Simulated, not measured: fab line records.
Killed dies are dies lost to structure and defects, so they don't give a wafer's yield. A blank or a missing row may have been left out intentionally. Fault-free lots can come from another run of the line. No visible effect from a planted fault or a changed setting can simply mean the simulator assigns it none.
Chamber matching | flow gf180mcu | GF_POLY_GATE_ETCH_13 on rie_si-02: 4 sister chambers
The step etches poly-Si in HBr/Cl2, stops on SiO2, target depth 198.5 nm, time 69.6 s. 8 wafers are shown with their chamber, then 7 later ones without.

== EACH WAFER AND ITS CHAMBER ==
wafer  | chamber | drypump_motor_current_A (A) | he_backside_leak_sccm (sccm)
L697.1 | 2       | 5.7                         | 2.72
L702.5 | 1       | 6.0                         | 2.87
L703.1 | 1       | 6.0                         | 3.05
L704.1 | 2       | 5.6                         | 2.73
L704.5 | 3       | 5.5                         | 2.57
L704.6 | 0       | 5.5                         | 2.78
L713.1 | 0       | 5.5                         | 2.81
L713.4 | 3       | 5.5                         | 2.52

== WAFERS WHOSE CHAMBER IS MISSING ==
wafer  | drypump_motor_current_A (A) | he_backside_leak_sccm (sccm)
L713.5 | 5.6                         | 2.79
L716.2 | 5.5                         | 2.64
L716.3 | 5.7                         | 2.81
L716.4 | 6.0                         | 2.97
L717.1 | 5.5                         | 2.79
L717.2 | 5.6                         | 2.81
L717.3 | 6.0                         | 2.78

== WHICH CHAMBER EACH ONE RAN IN ==
wafer  | from the rows above     | in truth
L713.5 | can't be placed: 2 or 0 | 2
L716.2 | can't be placed: 3 or 0 | 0
L716.3 | 2                       | 2
L716.4 | 1                       | 1
L717.1 | 0                       | 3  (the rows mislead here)
L717.2 | can't be placed: 2 or 0 | 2
L717.3 | 1                       | 1
Placed correctly: 3 of 7. Not placeable from these rows: 3 (in 3, the candidates include the true chamber). Number placed wrongly: 1.
How it was worked out, from the rows above alone: a wafer's distance from a chamber is the root of the sum, over the readings, of the square of ((its reading less the chamber's mean) divided by the reading's scatter). The wafer belongs to the nearest chamber; if the next one is less than 2 further off, it can't be placed. A chamber's mean is the mean of its shown wafers. The scatter: take each reading less its chamber's mean, square it, sum over the shown wafers, divide by the number of wafers less the number of chambers, and take the root.
